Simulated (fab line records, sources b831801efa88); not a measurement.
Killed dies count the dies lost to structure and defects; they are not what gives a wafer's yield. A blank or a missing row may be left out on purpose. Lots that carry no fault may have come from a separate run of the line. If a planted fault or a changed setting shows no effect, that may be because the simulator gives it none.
Comparing a struck lot with a sound one    flow gf180mcu    15 out of 602 route steps
Sound: these wafers, L159.1, L159.3, L159.5. Struck: wafers L169.2, L169.5 (left out: L169.3, a lot-mate that was not struck); the cause follows at the end.
Each step with rows lists, per side, the tool, then ch with its chambers, then its first start. Under that, the readings that differ: sound wafers    struck wafers    difference of the means    sigmas: that difference in standard deviations of wafers without a fault.
alike: same words and numbers on both sides, and readings whose means sit less than 2 such deviations apart. not compared: any withheld reading, any reading some wafer has no value for, any bound like >300 that may hide the same value, and any number with overlapping values for which the record gives no deviation.
A row with sigmas, a row that says differs or no value, or rows on one side alone: a step with any of these is where the two part. When numbers do not overlap yet have no deviation, they are printed without sigmas and do not part them. Lack of a reading on every wafer of one side parts them only where that side has two or more wafers.

first, 1 step without rows for these wafers: GF_VT_IMPLANT_IMPLANT_19.
GF_VT_IMPLANT_STRIP_20: strips in O2/N2.
  sound on plasmaAsher-03 ch 0,1, day 6 09:08; struck on plasmaAsher-03 ch 0, day 8 21:50
  alike: drypumpMotorCurrentA, heaterPowerW, o2FlowSccm, oesProductAu, stripTimeToEndpointS
  not compared: rfHoursCounterH
GF_VT_IMPLANT_TW_MEAS_21:
  sound: filmMetro-02 at day 6 09:14; struck: filmMetro-02 at day 8 21:57
  alike: VT_IMPLANT_2_TW
then, 7 steps without rows for these wafers: GF_VT_IMPLANT_DEHYDRATE_22 (time 60 s); GF_VT_IMPLANT_HMDS_23 (prime time 60 s); GF_VT_IMPLANT_COAT_24 (resist thk 1000 nm); GF_VT_IMPLANT_SOFTBAKE_25 (time 60 s); GF_VT_IMPLANT_EXPOSE_26 (exposes mask LVPWELL HV AREA, target cd 860 nm); GF_VT_IMPLANT_PEB_27; GF_VT_IMPLANT_DEVELOP_28 (develop time 60 s).
GF_VT_IMPLANT_OVL_MEAS_29:
  sound: overlay-02 at day 6 23:55; struck: overlay-01 at day 9 14:07
  alike: VT_IMPLANT_02_OVL
next, for these wafers, 1 step has no rows: GF_VT_IMPLANT_IMPLANT_30.
GF_VT_IMPLANT_STRIP_31: strips in O2/N2.
  sound on plasmaAsher-03 ch 0,1, day 7 00:06; struck on plasmaAsher-03 ch 1, day 9 14:17
reading                   sound              struck       difference  sigmas
o2FlowSccm (sccm)         2994 3011 2996     3596 3602    +599        +68
oesProductAu (a.u.)       0.713 0.707 0.714  0.726 0.727  +0.015      +3
stripTimeToEndpointS (s)  12.68 12.70 12.71  12.62 12.57  -0.10       -3
  alike: drypumpMotorCurrentA, heaterPowerW
  not compared: rfHoursCounterH
GF_VT_IMPLANT_TW_MEAS_32:
  sound: filmMetro-03 at day 7 00:12; struck: filmMetro-04 at day 9 14:24
reading          sound        struck   difference  sigmas
VT_IMPLANT_3_TW  263 264 263  271 270  +7          +2
next, for these wafers, 1 step has no rows: GF_PASSIVATION_PROBE_99.

== WHERE THEY PART ==
At GF_VT_IMPLANT_STRIP_31 first; at GF_VT_IMPLANT_TW_MEAS_32 last (within this record only).

WHY: what the simulator had put in
plasmaAsher-03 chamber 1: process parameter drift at GF_VT_IMPLANT_STRIP_31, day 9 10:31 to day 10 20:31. A move of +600 in setting o2FlowSccm, from 3000. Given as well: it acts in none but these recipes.
